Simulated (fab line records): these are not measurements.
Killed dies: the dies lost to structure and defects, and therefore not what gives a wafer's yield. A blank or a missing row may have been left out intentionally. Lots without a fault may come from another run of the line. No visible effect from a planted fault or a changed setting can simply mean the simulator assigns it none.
2 desks, one fault + flow gf180mcu + what lay behind the numbers comes last; until then each desk has only its own

## AT THE TOOL OWNER'S DESK: rie_diel-03
The tool's own readings at GF_V2_ETCH_16 (etches BARC in N2/H2): means of the sampled wafers that have a number, for each lot that ran on this tool. The brackets show how far a lot's mean lies from the usual mean; more than 4 standard deviations puts the lot out of limits, marked OUT.
Columns: A = bias_w at GF_V2_ETCH_16, usual 100.02 W; B = chamber_pressure_mTorr at GF_V2_ETCH_16, usual 29.999 mTorr; C = drypump_motor_current_A at GF_V2_ETCH_16, usual 5.8 A; D = oes_product_au at GF_V2_ETCH_16, usual 0.856 a.u.; E = throttle_valve_pct at GF_V2_ETCH_16, usual 13.225 %
| lot  | first seen here | A      | B      | C   | D     | E      |
|------|-----------------|--------|--------|-----|-------|--------|
| L884 | day 20 23:13    | 100.18 | 30.019 | 5.6 | 0.855 | 13.224 |
| L886 | day 21 23:28    | 99.87  | 30.010 | 5.8 | 0.856 | 13.207 |
| L887 | day 22 07:31    | 99.97  | 30.015 | 5.7 | 0.852 | 13.223 |
| L891 | day 23 16:13    | 100.29 | 30.016 | 5.7 | 0.851 | 13.226 |
Result from this desk: across the 4 lots, nothing is out of limits.

## FROM THE METROLOGY DESK
What the gauges read for every lot (on any tool): the sampled wafers with a number, averaged. The brackets show how far a lot's mean lies from the usual mean; more than 4 standard deviations puts the lot out of limits, marked OUT.
Columns: A = V1_BOW at GF_V1_BOW_MEAS_05, usual 84 um; B = M3_ALCU_RS at GF_M3_RS_MEAS_05, usual 0.0700 ohm/sq
| lot  | first seen here | A  | B      |
|------|-----------------|----|--------|
| L884 | day 17 19:44    | 73 | 0.0706 |
| L883 | day 18 00:07    | 93 | 0.0702 |
| L885 | day 18 04:32    | 71 | 0.0704 |
| L886 | day 18 18:24    | 89 | 0.0698 |
| L887 | day 19 03:35    | 83 | 0.0694 |
| L891 | day 20 14:47    | 90 | 0.0708 |
| L892 | day 20 23:32    | 78 | -      |
| L893 | day 21 05:56    | 76 | -      |
| L897 | day 23 01:15    | 79 | 0.0689 |
| L899 | day 23 09:49    | 85 | 0.0699 |
| L901 | day 24 05:28    | 83 | 0.0697 |
| L903 | day 24 13:39    | 91 | 0.0707 |
| L904 | day 25 06:55    | 85 | 0.0700 |
| L905 | day 25 08:08    | 80 | 0.0703 |
Result from this desk: across the 14 lots, nothing is out of limits.

## ALL TOGETHER
Nothing out of limits was seen by the tool owner's desk.
From the metrology desk's view, nothing was out of limits.

## WHAT THE SIMULATOR HAD PUT IN
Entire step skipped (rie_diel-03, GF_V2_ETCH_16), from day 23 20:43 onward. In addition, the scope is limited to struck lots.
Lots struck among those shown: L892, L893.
